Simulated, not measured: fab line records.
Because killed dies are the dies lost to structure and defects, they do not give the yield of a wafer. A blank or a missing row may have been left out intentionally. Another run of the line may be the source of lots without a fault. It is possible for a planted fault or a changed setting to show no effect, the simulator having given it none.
The same fault as seen by 2 desks || flow gf180mcu || numbers are kept per desk, each desk with only its own; the story behind them comes last

DESK OF THE TOOL OWNER: rie_metal-02
The tool's own readings at GF_M1_METAL_ETCH_16 (etches the open film in Cl2/BCl3, stops on SiO2, target depth 627.5 nm, time 104.6 s): means of the sampled wafers that have a number, for each lot that ran on this tool. The brackets show how far a lot's mean lies from the usual mean; more than 4 standard deviations puts the lot out of limits, marked OUT.
Columns: A = bias_w at GF_M1_METAL_ETCH_16, usual 140.0 W; B = drypump_motor_current_A at GF_M1_METAL_ETCH_16, usual 5.2 A; C = oes_product_au at GF_M1_METAL_ETCH_16, usual 0.970 a.u.; D = rf_fwd_power_W at GF_M1_METAL_ETCH_16, usual 796.4 W; E = run_length_s at GF_M1_METAL_ETCH_16, usual 132.8 s; F = throttle_valve_pct at GF_M1_METAL_ETCH_16, usual 28.251 %
{"lot": "L302", "first seen here": "day 18 11:16", "A": 140.2, "B": 5.3, "C": 0.973, "D": 797.1, "E": 132.3, "F": 28.250}
{"lot": "L309", "first seen here": "day 20 23:28", "A": 140.0, "B": 5.7, "C": 0.964, "D": 797.4, "E": 132.3, "F": 28.258}
{"lot": "L313", "first seen here": "day 22 08:13", "A": 140.0, "B": 5.3, "C": "0.931 (-5.6) OUT", "D": 795.4, "E": "142.0 (+9.6) OUT", "F": 28.287}
{"lot": "L316", "first seen here": "day 23 11:49", "A": 139.9, "B": 5.7, "C": "0.889 (-12) OUT", "D": 797.8, "E": "151.6 (+20) OUT", "F": "28.340 (+8.1) OUT"}
Finding of this desk: L313, L316 out of limits; the first was L313 at day 22 08:13, on oes_product_au at GF_M1_METAL_ETCH_16. In limits: L302, L309.

THE METROLOGY DESK
What the gauges read for every lot (on any tool): the sampled wafers with a number, averaged. The brackets show how far a lot's mean lies from the usual mean; more than 4 standard deviations puts the lot out of limits, marked OUT.
Columns: A = CONTACT_W_RS at GF_CONTACT_RS_MEAS_25, usual 0.379 ohm/sq
{"lot": "L300", "first seen here": "day 16 10:01", "A": 0.380}
{"lot": "L302", "first seen here": "day 17 11:23", "A": 0.375}
{"lot": "L304", "first seen here": "day 18 01:21", "A": 0.376}
{"lot": "L305", "first seen here": "day 18 06:08", "A": 0.370}
{"lot": "L309", "first seen here": "day 19 21:51", "A": 0.385}
{"lot": "L310", "first seen here": "day 20 07:17", "A": 0.379}
{"lot": "L313", "first seen here": "day 21 06:55", "A": 0.379}
{"lot": "L314", "first seen here": "day 21 21:02", "A": 0.383}
{"lot": "L316", "first seen here": "day 22 12:22", "A": 0.376}
{"lot": "L317", "first seen here": "day 22 16:52", "A": 0.375}
{"lot": "L322", "first seen here": "day 24 06:19", "A": 0.380}
This desk's verdict: no lot among the 11 shows anything out of limits.

PUT TOGETHER
At day 22 08:13, on L313, L316, the tool owner's desk was in a position to raise an alarm.
The metrology desk saw nothing out of limits.
The metrology desk has L313, L316 on record, within its limits.
Every lot named ran GF_M1_METAL_ETCH_16 on rie_metal-02.

WHAT WAS PUT IN BY THE SIMULATOR
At GF_M1_METAL_ETCH_16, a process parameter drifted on rie_metal-02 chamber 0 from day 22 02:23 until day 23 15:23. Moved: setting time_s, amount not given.
Lots struck among those shown: L313, L316.
How many hours passed from the start of the fault until each desk's first out-of-limits reading: the tool owner's desk, 6.
